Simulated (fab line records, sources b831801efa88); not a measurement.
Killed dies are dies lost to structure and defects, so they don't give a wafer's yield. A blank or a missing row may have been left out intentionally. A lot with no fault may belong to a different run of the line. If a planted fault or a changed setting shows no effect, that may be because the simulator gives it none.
fab line records -- flow gf180mcu
[record] lots = 14, wafers = 42, last_day = 33
route steps=602 shown HV_LDD@192 M1@320 V1@360
lots untouched by any fault: they come from a run of this same line in which no faults occurred
start_h: start of the lot's first displayed wafer, in hours after the record's first day -- wait_h: how many hours have passed since the lot's step before this one -- " unchanged from the row above -- L1.1+2: one row covering several wafers at once -- - no value, or no start given -- * or withheld: withheld -- < > ~ a bound
route shown NAME@n: NAME is a module with steps in the file, n the number in the route of the first one -- usual: mean/standard deviation of fault-free wafers -- same: alike in all rows -- chamber/n: place in a boat -- sites: each site's reading -- _std_site: their standard deviation -- _edge_site: outer sites' mean less inner sites' -- radius_mm: how far each site lies from the wafer's centre -- mask NAME#n: copy n -- behind: tool/chamber where the wafer was last shaped -- hold: what put the lot on hold/how long, in hours/how the hold closed -- device: the transistor (n, p or np) that didn't switch -- end of line: tests run on the same wafers once the route is complete -- where a step has no rows: the recipe by itself -- killed: dies lost to structure and defects at the first sort, not the wafer's yield -- map: a wafer's dies, marking killed ones x, the rest . and places with no die _
set.NAME: the run value of the setting; set.NAME@STEP: its run value at that earlier step -- model.NAME: the simulator's own value behind a step, which no gauge read
route steps across a sampled set of lots; one table per step, one row per wafer
services: from which hour (start_h, from the record's first day; less than 0 if before it) a tool's chamber was out of use, for how many hours, and why
[[steps]]
[step GF_HV_LDD_EXPOSE_16]
[recipe] mask_id = Pplus_LV_AREA, target_cd_nm = 400, na = 0.6, source_shape = conventional, sigma_outer = 0.6, dose_mj = 140
[usual] exposure_dose_mJ_cm2 = 140.00/0.13, focus_offset_nm = 0.0/0.47, sigma_outer = 0.6/0
lot.wafer,tool,chamber,start_h,wait_h,mask,exposure_dose_mJ_cm2,focus_offset_nm,sigma_outer
L287.2,iline_stepper-01,0,225.72,-,Pplus_LV_AREA#0,140.07,0.1,0.6
L287.3,iline_stepper-01,0,225.72,-,Pplus_LV_AREA#0,139.96,-0.6,0.6
L287.6,iline_stepper-01,0,225.72,-,Pplus_LV_AREA#0,139.98,-0.3,0.6
L288.2,iline_stepper-01,0,236.06,-,Pplus_LV_AREA#0,140.07,-0.7,0.6
L288.4,iline_stepper-01,0,236.06,-,Pplus_LV_AREA#0,140.05,-0.1,0.6
L288.5,iline_stepper-01,0,236.06,-,Pplus_LV_AREA#0,140.10,-0.5,0.6
L289.1,iline_stepper-01,0,240.61,-,Pplus_LV_AREA#0,139.85,0.3,0.6
L289.3,iline_stepper-01,0,240.61,-,Pplus_LV_AREA#0,139.96,0.7,0.6
L289.5,iline_stepper-01,0,240.61,-,Pplus_LV_AREA#0,139.98,0.8,0.6
L290.2,iline_stepper-02,0,254.83,-,Pplus_LV_AREA#0,140.27,-0.2,0.6
L290.4,iline_stepper-02,0,254.83,-,Pplus_LV_AREA#0,140.24,0.5,0.6
L290.5,iline_stepper-02,0,254.83,-,Pplus_LV_AREA#0,140.13,0.3,0.6
L291.1,iline_stepper-01,0,261.46,-,Pplus_LV_AREA#0,140.06,0.4,0.6
L291.3,iline_stepper-01,0,261.46,-,Pplus_LV_AREA#0,140.05,-0.3,0.6
L291.6,iline_stepper-01,0,261.46,-,Pplus_LV_AREA#0,140.06,0.0,0.6
L292.1,iline_stepper-01,0,265.11,-,Pplus_LV_AREA#0,140.20,0.6,0.6
L292.3,iline_stepper-01,0,265.11,-,Pplus_LV_AREA#0,140.09,0.6,0.6
L292.6,iline_stepper-01,0,265.11,-,Pplus_LV_AREA#0,140.08,1.1,0.6
L293.2,iline_stepper-02,0,272.91,-,Pplus_LV_AREA#0,139.91,-0.1,0.6
L293.3,iline_stepper-02,0,272.91,-,Pplus_LV_AREA#0,140.37,0.2,0.6
L293.5,iline_stepper-02,0,272.91,-,Pplus_LV_AREA#0,140.21,-0.8,0.6
L294.3,iline_stepper-01,0,275.98,-,Pplus_LV_AREA#0,140.01,-0.6,0.6
L294.4,iline_stepper-01,0,275.98,-,Pplus_LV_AREA#0,139.75,-0.5,0.6
L294.6,iline_stepper-01,0,275.98,-,Pplus_LV_AREA#0,139.83,-0.3,0.6
L296.1,iline_stepper-01,0,290.87,-,Pplus_LV_AREA#0,140.12,0.5,0.6
L296.3,iline_stepper-01,0,290.87,-,Pplus_LV_AREA#0,139.97,-0.6,0.6
L296.5,iline_stepper-01,0,290.87,-,Pplus_LV_AREA#0,140.03,0.1,0.6
L297.3,iline_stepper-02,0,298.38,-,Pplus_LV_AREA#0,140.14,0.2,0.6
L297.5,iline_stepper-02,0,298.38,-,Pplus_LV_AREA#0,140.06,-0.3,0.6
L297.6,iline_stepper-02,0,298.38,-,Pplus_LV_AREA#0,139.93,-0.7,0.6
L300.3,iline_stepper-02,0,323.25,-,Pplus_LV_AREA#0,139.80,0.5,0.6
L300.4,iline_stepper-02,0,323.25,-,Pplus_LV_AREA#0,139.97,-0.4,0.6
L300.5,iline_stepper-02,0,323.25,-,Pplus_LV_AREA#0,140.26,-0.3,0.6
L301.4,iline_stepper-02,-,330.33,-,Pplus_LV_AREA#0,-,-,-
L301.5,iline_stepper-02,-,330.33,-,Pplus_LV_AREA#0,-,-,-
L301.6,iline_stepper-02,-,330.33,-,Pplus_LV_AREA#0,-,-,-
L302.3,iline_stepper-01,-,335.18,-,Pplus_LV_AREA#0,-,-,-
L302.5,iline_stepper-01,-,335.18,-,Pplus_LV_AREA#0,-,-,-
L302.6,iline_stepper-01,-,335.18,-,Pplus_LV_AREA#0,-,-,-
L305.1,iline_stepper-02,0,369.07,-,Pplus_LV_AREA#0,139.92,0.3,0.6
L305.3,iline_stepper-02,0,369.07,-,Pplus_LV_AREA#0,140.01,-0.2,0.6
L305.4,iline_stepper-02,0,369.07,-,Pplus_LV_AREA#0,139.76,-0.5,0.6
[step GF_M1_RS_MEAS_05]
[recipe] thk_meas_gauge = four-point-probe, reads = TiN_of_M1_SPUTTER_04+Ti_of_M1_SPUTTER_03+AlCu_of_M1_SPUTTER_02+TiN_of_M1_SPUTTER_01+Ti_of_M1_SPUTTER_00
[usual] M1_ALCU_RS = 0.0695/0.00068
lot.wafer,tool,chamber,start_h,wait_h,M1_ALCU_RS[ohm/sq]
L287.2,film_metro-03,-,366.41,0.0,0.0691
L287.3,film_metro-03,-,366.41,0.0,0.0686
L287.6,film_metro-03,-,366.41,0.0,0.0703
L288.2,film_metro-04,-,374.51,0.0,0.0699
L288.4,film_metro-04,-,374.51,0.0,0.0687
L288.5,film_metro-04,-,374.51,0.0,0.0702
L289.1,film_metro-01,-,380.90,0.0,0.0683
L289.3,film_metro-01,-,380.90,0.0,0.0690
L289.5,film_metro-01,-,380.90,0.0,0.0682
L290.2,film_metro-01,-,398.19,0.1,0.0712
L290.4,film_metro-01,-,398.19,0.1,0.0705
L290.5,film_metro-01,-,398.19,0.1,0.0710
L291.1,film_metro-03,-,408.43,0.0,0.0687
L291.3,film_metro-03,-,408.43,0.0,0.0690
L291.6,film_metro-03,-,408.43,0.0,0.0699
L292.1,film_metro-03,-,410.62,0.0,0.0708
L292.3,film_metro-03,-,410.62,0.0,0.0691
L292.6,film_metro-03,-,410.62,0.0,0.0686
L293.2,film_metro-04,-,421.61,0.0,0.0689
L293.3,film_metro-04,-,421.61,0.0,0.0696
L293.5,film_metro-04,-,421.61,0.0,0.0700
L294.3,film_metro-04,-,424.54,0.1,0.0694
L294.4,film_metro-04,-,424.54,0.1,0.0691
L294.6,film_metro-04,-,424.54,0.1,0.0696
L296.1,film_metro-04,-,441.95,0.0,0.0710
L296.3,film_metro-04,-,441.95,0.0,0.0699
L296.5,film_metro-04,-,441.95,0.0,0.0698
L297.3,film_metro-04,-,452.82,0.1,0.0705
L297.5,film_metro-04,-,452.82,0.1,0.0689
L297.6,film_metro-04,-,452.82,0.1,0.0697
L300.3,film_metro-03,-,480.02,0.1,0.0688
L300.4,film_metro-03,-,480.02,0.1,0.0705
L300.5,film_metro-03,-,480.02,0.1,0.0693
L305.1,film_metro-04,-,532.18,0.0,0.0698
L305.3,film_metro-04,-,532.18,0.0,0.0699
L305.4,film_metro-04,-,532.18,0.0,0.0687
[step GF_M1_STRIP_17]
[recipe] chemistry = O2/N2, power_w = 1400, pressure_mtorr = 1500, platen_temp_c = 250, o2_flow_sccm = 3000, n2_flow_sccm = 300, overash_fraction = 0.5
[usual] drypump_motor_current_A = 5.4/0.5, heater_power_w = 343/37, oes_product_au = 0.538/0.0049, strip_time_to_endpoint_s = 7.40/0.057
lot.wafer,tool,chamber,start_h,wait_h,drypump_motor_current_A,heater_power_w,oes_product_au,rf_hours_counter_h,strip_time_to_endpoint_s
L287.2,plasma_asher-03,0,388.02,0.1,4.9,348,0.532,57,7.35
L287.3,plasma_asher-03,1,388.02,0.1,5.9,299,0.542,-,7.38
L287.6,plasma_asher-03,0,388.02,0.1,4.9,354,0.534,-,7.41
L288.2,plasma_asher-03,0,397.55,0.1,5.0,347,0.537,58,7.51
L288.4,plasma_asher-03,0,397.55,0.1,4.9,353,0.531,-,7.45
L288.5,plasma_asher-03,1,397.55,0.1,5.9,291,0.536,-,7.47
L289.1,plasma_asher-03,0,404.87,0.1,5.0,348,0.532,59,7.35
L289.3,plasma_asher-03,1,404.87,0.1,5.8,297,0.533,-,7.31
L289.5,plasma_asher-03,0,404.87,0.1,4.9,348,0.533,-,7.37
L290.2,plasma_asher-03,0,421.86,0.1,5.0,345,0.535,60,7.39
L290.4,plasma_asher-03,1,421.86,0.1,5.9,285,0.539,-,7.36
L290.5,plasma_asher-03,0,421.86,0.1,5.0,340,0.537,-,7.39
L291.1,plasma_asher-03,0,432.85,0.1,4.9,347,0.533,62,7.37
L291.3,plasma_asher-03,1,432.85,0.1,5.8,284,0.545,-,7.49
L291.6,plasma_asher-03,1,432.85,0.1,5.9,293,0.549,-,7.32
L292.1,plasma_asher-03,0,433.76,0.1,5.0,341,0.538,62,7.40
L292.3,plasma_asher-03,0,433.76,0.1,5.0,344,0.541,-,7.41
L292.6,plasma_asher-03,1,433.76,0.1,5.8,293,0.544,-,7.41
L293.2,plasma_asher-03,0,445.66,0.1,4.9,346,0.532,63,7.38
L293.3,plasma_asher-03,1,445.66,0.1,5.8,292,0.540,-,7.47
L293.5,plasma_asher-03,0,445.66,0.1,5.0,352,0.538,-,7.37
L294.3,plasma_asher-03,1,449.98,0.1,5.9,299,0.544,-,7.39
L294.4,plasma_asher-03,0,449.98,0.1,5.0,339,0.535,-,7.42
L294.6,plasma_asher-03,0,449.98,0.1,4.9,349,0.540,-,7.38
L296.1,plasma_asher-01,1,466.62,0.1,4.9,341,0.535,4,7.50
L296.3,plasma_asher-01,0,466.62,0.1,5.9,365,0.540,-,7.37
L296.5,plasma_asher-01,1,466.62,0.1,4.9,341,0.546,-,7.37
L297.3,plasma_asher-01,1,476.83,0.2,4.9,336,0.534,-,7.37
L297.5,plasma_asher-01,0,476.83,0.2,5.9,368,0.542,-,7.40
L297.6,plasma_asher-01,1,476.83,0.2,4.9,343,0.535,-,7.40
L300.3,plasma_asher-03,0,503.60,0.1,5.0,341,0.538,-,7.40
L300.4,plasma_asher-03,1,503.60,0.1,5.9,289,0.541,-,7.45
L300.5,plasma_asher-03,1,503.60,0.1,5.8,291,0.538,-,7.36
L305.1,plasma_asher-04,0,555.11,0.1,4.6,301,0.540,97,7.42
L305.3,plasma_asher-04,1,555.11,0.1,5.7,419,0.542,-,7.40
L305.4,plasma_asher-04,0,555.11,0.1,4.6,315,0.541,-,7.40
[step GF_V1_THK_MEAS_25]
[recipe] thk_meas_gauge = xrf, reads = W_of_V1_CVD_23
[usual] V1_W_THK = 351/6.7
lot.wafer,tool,chamber,start_h,wait_h,V1_W_THK[nm]
L287.2,film_metro-03,-,413.19,0.1,354
L287.3,film_metro-03,-,413.19,0.1,350
L287.6,film_metro-03,-,413.19,0.1,352
L288.2,film_metro-03,-,422.84,0.1,359
L288.4,film_metro-03,-,422.84,0.1,357
L288.5,film_metro-03,-,422.84,0.1,357
L289.1,film_metro-02,-,431.55,0.1,368
L289.3,film_metro-02,-,431.55,0.1,362
L289.5,film_metro-02,-,431.55,0.1,362
L290.2,film_metro-03,-,447.77,0.1,342
L290.4,film_metro-03,-,447.77,0.1,346
L290.5,film_metro-03,-,447.77,0.1,347
L291.1,film_metro-03,-,459.70,0.1,348
L291.3,film_metro-03,-,459.70,0.1,344
L291.6,film_metro-03,-,459.70,0.1,349
L292.1,film_metro-01,-,460.40,0.1,340
L292.3,film_metro-01,-,460.40,0.1,343
L292.6,film_metro-01,-,460.40,0.1,340
L293.2,film_metro-03,-,471.74,0.1,354
L293.3,film_metro-03,-,471.74,0.1,350
L293.5,film_metro-03,-,471.74,0.1,354
L294.3,film_metro-03,-,476.13,0.1,349
L294.4,film_metro-03,-,476.13,0.1,353
L294.6,film_metro-03,-,476.13,0.1,349
L296.1,film_metro-01,-,492.39,0.1,342
L296.3,film_metro-01,-,492.39,0.1,341
L296.5,film_metro-01,-,492.39,0.1,348
L297.3,film_metro-01,-,502.10,0.1,346
L297.5,film_metro-01,-,502.10,0.1,343
L297.6,film_metro-01,-,502.10,0.1,347
L300.3,film_metro-03,-,528.15,0.1,350
L300.4,film_metro-03,-,528.15,0.1,354
L300.5,film_metro-03,-,528.15,0.1,353
L305.1,film_metro-02,-,579.03,0.1,361
L305.3,film_metro-02,-,579.03,0.1,362
L305.4,film_metro-02,-,579.03,0.1,361
[[services]]
tool,chamber,start_h,hours,kind
plasma_asher-01,-,218.69,1.0,repair
iline_stepper-02,-,240.30,1.7,pm
iline_stepper-01,-,306.51,1.7,pm
iline_stepper-01,0,342.80,-,calibration
iline_stepper-01,-,352.92,8.4,repair
iline_stepper-01,-,361.24,5.4,repair
plasma_asher-04,-,367.78,1.1,repair
iline_stepper-02,-,404.39,3.1,repair
iline_stepper-02,0,417.92,-,calibration
plasma_asher-01,-,421.25,9.0,pm
plasma_asher-01,0,421.25,9.0,vent_cycle
plasma_asher-01,1,421.25,9.0,vent_cycle
plasma_asher-01,0,430.25,-,clean
plasma_asher-01,1,430.25,-,clean
iline_stepper-01,-,445.45,4.4,pm
iline_stepper-02,-,446.52,8.4,repair
iline_stepper-02,-,458.48,1.7,pm
iline_stepper-02,-,493.48,4.4,pm
iline_stepper-02,-,503.41,5.5,repair
iline_stepper-01,-,524.69,1.7,pm
iline_stepper-02,-,543.88,2.1,pm
iline_stepper-02,-,545.96,-,consumable_replace:lamp
[[key]]
[first_sign] step = GF_HV_LDD_EXPOSE_16, reading = tool_record, direction = missing
effect none on later readings
met_at GF_HV_LDD_EXPOSE_16
struck_lots L301,L302
later_rows_left_out L301.4,L301.5,L301.6,L302.3,L302.5,L302.6
sort_left_out L301.4,L301.5,L301.6,L302.3,L302.5,L302.6
tester_left_out L301,L302
not_acting_at GF_M1_RS_MEAS_05,GF_M1_STRIP_17,GF_V1_THK_MEAS_25
onset_between 323.25 330.33
[fault] kind = skipped_step_whole, tool = iline_stepper-01,iline_stepper-02, chamber = -, onset_h = 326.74, steps = GF_HV_LDD_EXPOSE_16, scope = struck_lots_only
// tester_left_out: of these lots the tester's yield and bins aren't shown, on N5 and GAA mostly nor the transistor test; their killed dies are dies lost to structure and defects alone, not to doping, threshold or leakage, so they don't give the yield
// sort_left_out: the simulated sort isn't trusted on such a fault, so these wafers' sort isn't shown, and their yield isn't known
// later_rows_left_out: the simulator's readings of these wafers behind a module that went badly wrong aren't trusted and aren't shown, but for the sort
